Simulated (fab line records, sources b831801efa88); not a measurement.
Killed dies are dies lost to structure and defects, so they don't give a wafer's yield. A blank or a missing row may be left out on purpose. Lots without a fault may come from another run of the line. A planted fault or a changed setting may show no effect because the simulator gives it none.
Which tool did it? | flow gf180mcu | 12 lots, 36 wafers sampled, at 5 steps of a route of 602

WHAT THE GAUGES READ, wafer by wafer
GF_M3_OVL_MEAS_15. Usual: M3_OVL -1 nm, standard deviation 6.3.
lot  | measured     | on         | M3_OVL (nm) | flag
L205 | day 21 12:52 | overlay-01 | -4 3 0      |
L206 | day 21 17:42 | overlay-02 | -5 -9 -6    |
L207 | day 22 09:41 | overlay-01 | -2 -9 3     |
L208 | day 22 13:17 | overlay-01 | -1 1 0      |
L209 | day 22 23:11 | overlay-02 | 10 -1 4     |
L214 | day 24 17:34 | overlay-02 | -10 -1 -3   |
L218 | day 26 01:40 | overlay-02 | -3 -1 2     |
L220 | day 26 18:28 | overlay-02 | 4 5 4       |
L221 | day 26 22:58 | overlay-02 | 0 -12 -6    |
L223 | day 27 15:05 | overlay-02 | -9 -2 3     |
L225 | day 28 03:19 | overlay-02 | 0 1 -1      |
L227 | day 28 18:30 | overlay-01 | 8 6 5       |

GF_V3_THK_MEAS_01. Usual: V3_CVD_00_THK 596 nm, standard deviation 6.5.
lot  | measured     | on            | V3_CVD_00_THK (nm) | flag
L205 | day 21 13:41 | film_metro-03 | 601 604 600        |
L206 | day 21 18:29 | film_metro-01 | 591 591 600        |
L207 | day 22 10:28 | film_metro-01 | 596 598 598        |
L208 | day 22 14:02 | film_metro-02 | 605 601 598        |
L209 | day 22 23:57 | film_metro-01 | 594 595 594        |
L214 | day 24 18:28 | film_metro-02 | 586 588 596        |
L218 | day 26 02:25 | film_metro-03 | 601 892 888        | OFF
L220 | day 26 19:14 | film_metro-01 | 593 879 593        | OFF
L221 | day 26 23:44 | film_metro-02 | 892 599 596        | OFF
L223 | day 27 15:50 | film_metro-01 | 584 579 585        |
L225 | day 28 04:11 | film_metro-02 | 590 602 603        |
L227 | day 28 19:17 | film_metro-01 | 588 588 586        |

WHICH TOOL RAN EACH LOT (tool, then ch and the chambers of the sampled wafers, then the start)
lot  | GF_V1_CMP_26                  | GF_M2_SPUTTER_02             | GF_V3_CVD_00
L205 | cmp-01 ch 1,2, day 18 08:43   | pvd_sputter-03, day 18 09:05 | hdpcvd-02 ch 0,2, day 21 13:35
L206 | cmp-01 ch 0,1, day 18 12:29   | pvd_sputter-03, day 18 12:55 | hdpcvd-02 ch 0,2, day 21 18:25
L207 | cmp-01 ch 0,2,3, day 19 05:17 | pvd_sputter-02, day 19 05:37 | hdpcvd-01 ch 0,1,2, day 22 10:24
L208 | cmp-02 ch 1,2,3, day 19 09:32 | pvd_sputter-03, day 19 09:49 | hdpcvd-02 ch 0,1,2, day 22 13:57
L209 | cmp-01 ch 2,3, day 19 20:53   | pvd_sputter-03, day 19 21:16 | hdpcvd-01 ch 0,1, day 22 23:53
L214 | cmp-02 ch 1,2, day 21 17:14   | pvd_sputter-03, day 21 17:40 | hdpcvd-02 ch 0,2, day 24 18:23
L218 | cmp-01 ch 1,2,3, day 23 03:38 | pvd_sputter-04, day 23 04:04 | hdpcvd-01 ch 0,1, day 26 02:21
L220 | cmp-02 ch 0,1,2, day 23 21:04 | pvd_sputter-02, day 23 21:23 | hdpcvd-01 ch 0,1,2, day 26 19:08
L221 | cmp-01 ch 2,3, day 24 02:28   | pvd_sputter-03, day 24 02:53 | hdpcvd-01 ch 0,1,2, day 26 23:38
L223 | cmp-02 ch 1,2,3, day 24 19:42 | pvd_sputter-02, day 24 20:08 | hdpcvd-02 ch 0,2, day 27 15:45
L225 | cmp-01 ch 0,3, day 25 09:43   | pvd_sputter-03, day 25 10:08 | hdpcvd-02 ch 1,2, day 28 04:07
L227 | cmp-01 ch 0,3, day 26 01:47   | pvd_sputter-02, day 26 02:10 | hdpcvd-02 ch 0,1,2, day 28 19:13
- GF_V1_CMP_26: polishes, stops on SiO2, t overpolish 15 s, target thk 0 nm.
- GF_M2_SPUTTER_02: material AlCu, target thk 450 nm, time 23.9 s.
- GF_V3_CVD_00: deposits SiO2, target thk 600 nm, time 100 s.

WHAT THE TOOLS THEMSELVES READ (means of the sampled wafers that have a number; where no wafer has one, the mark that the record gives instead)
GF_V1_CMP_26. Usual: motor_current_A 11.0 A, standard deviation 0.94; overpolish_run_s 15.001 s, standard deviation 0.0092; slurry_filter_dp_kPa 13.49 kPa, standard deviation 0.13; time_to_endpoint_s 86 s, standard deviation 3.2.
lot  | tool   | motor_current_A (A) | overpolish_run_s (s) | slurry_filter_dp_kPa (kPa) | time_to_endpoint_s (s) | flag
L205 | cmp-01 | 10.4                | 15.003               | 13.44                      | 85                     |
L206 | cmp-01 | 10.7                | 14.995               | 13.47                      | 88                     |
L207 | cmp-01 | 11.4                | 15.003               | 13.51                      | 83                     |
L208 | cmp-02 | 11.1                | 14.991               | 13.38                      | 86                     |
L209 | cmp-01 | 11.3                | 15.001               | 13.60                      | 85                     |
L214 | cmp-02 | 11.3                | 15.002               | 13.47                      | 82                     |
L218 | cmp-01 | 10.7                | 15.006               | 13.47                      | 86                     |
L220 | cmp-02 | 11.1                | 14.997               | 13.44                      | 84                     |
L221 | cmp-01 | 11.3                | 14.999               | 13.55                      | 88                     |
L223 | cmp-02 | 10.9                | 15.001               | 13.62                      | 84                     |
L225 | cmp-01 | 11.1                | 15.007               | 13.59                      | 86                     |
L227 | cmp-01 | 11.5                | 15.003               | 13.57                      | 85                     |

GF_M2_SPUTTER_02. Usual: throttle_valve_pct 30.2 %, standard deviation 1.2.
lot  | tool           | throttle_valve_pct (%) | flag
L205 | pvd_sputter-03 | 30.8                   |
L206 | pvd_sputter-03 | 30.5                   |
L207 | pvd_sputter-02 | 30.4                   |
L208 | pvd_sputter-03 | 29.5                   |
L209 | pvd_sputter-03 | 31.9                   |
L214 | pvd_sputter-03 | 30.8                   |
L218 | pvd_sputter-04 | 29.6                   |
L220 | pvd_sputter-02 | 30.4                   |
L221 | pvd_sputter-03 | 30.2                   |
L223 | pvd_sputter-02 | 30.5                   |
L225 | pvd_sputter-03 | 31.2                   |
L227 | pvd_sputter-02 | 30.7                   |

GF_V3_CVD_00. Usual: sih4_flow_sccm 59.99 sccm, standard deviation 0.18; susceptor_temp_C 399.98 C, standard deviation 0.22.
lot  | tool      | sih4_flow_sccm (sccm) | susceptor_temp_C (C) | flag
L205 | hdpcvd-02 | 59.85                 | 399.78               |
L206 | hdpcvd-02 | 60.12                 | 399.63               |
L207 | hdpcvd-01 | 59.76                 | 400.07               |
L208 | hdpcvd-02 | 60.04                 | 399.86               |
L209 | hdpcvd-01 | 59.98                 | 400.09               |
L214 | hdpcvd-02 | 59.84                 | 399.99               |
L218 | hdpcvd-01 | 80.18                 | 399.97               | OFF
L220 | hdpcvd-01 | 70.01                 | 400.08               | OFF
L221 | hdpcvd-01 | 70.11                 | 399.83               | OFF
L223 | hdpcvd-02 | 59.83                 | 399.92               |
L225 | hdpcvd-02 | 60.03                 | 399.96               |
L227 | hdpcvd-02 | 60.06                 | 400.13               |

THE ANSWER, worked out from the rows above alone
Rule: a lot is off if the mean of its wafers that have a number lies more than 3 standard deviations from the usual mean. A lot without any number at a reading at which 4 lots or more have one is off too. The other lots that the step has rows for count as sound. The gauges are gone through in route order, then the tools' own readings, and for those a lot's mean is taken as printed above. The first step at which some lot is off is used, and at that step the reading that is off furthest; a lot without a number counts as furthest.
Off: L218, L220, L221, at GF_V3_THK_MEAS_01 (V3_CVD_00_THK).
A tool fits if, at a process step before that reading, it ran every lot that is off, and no sound lot after the first of them. The gauges at GF_V3_THK_MEAS_01 aren't tried: what is off there is off at GF_V3_CVD_00 too, on other tools, and a gauge's error can't cause that. One fits: hdpcvd-01 at GF_V3_CVD_00. Its last sound lot is L209 (day 22 23:53), its first lot that is off L218 (day 26 02:21): a fault that began between those two fits.
The tool's own readings at GF_V3_CVD_00 bear it out: on the lots that are off they differ by more than 5 times the standard deviation of the sound lots' means. sih4_flow_sccm reads 73.43 sccm there against 59.95 sccm on the sound lots.

WHAT THE SIMULATOR HAD PUT IN
Process parameter drift: hdpcvd-01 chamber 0, from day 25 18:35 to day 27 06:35, at GF_V3_CVD_00. Setting sih4_flow_sccm, moved by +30, from 60. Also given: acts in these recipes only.
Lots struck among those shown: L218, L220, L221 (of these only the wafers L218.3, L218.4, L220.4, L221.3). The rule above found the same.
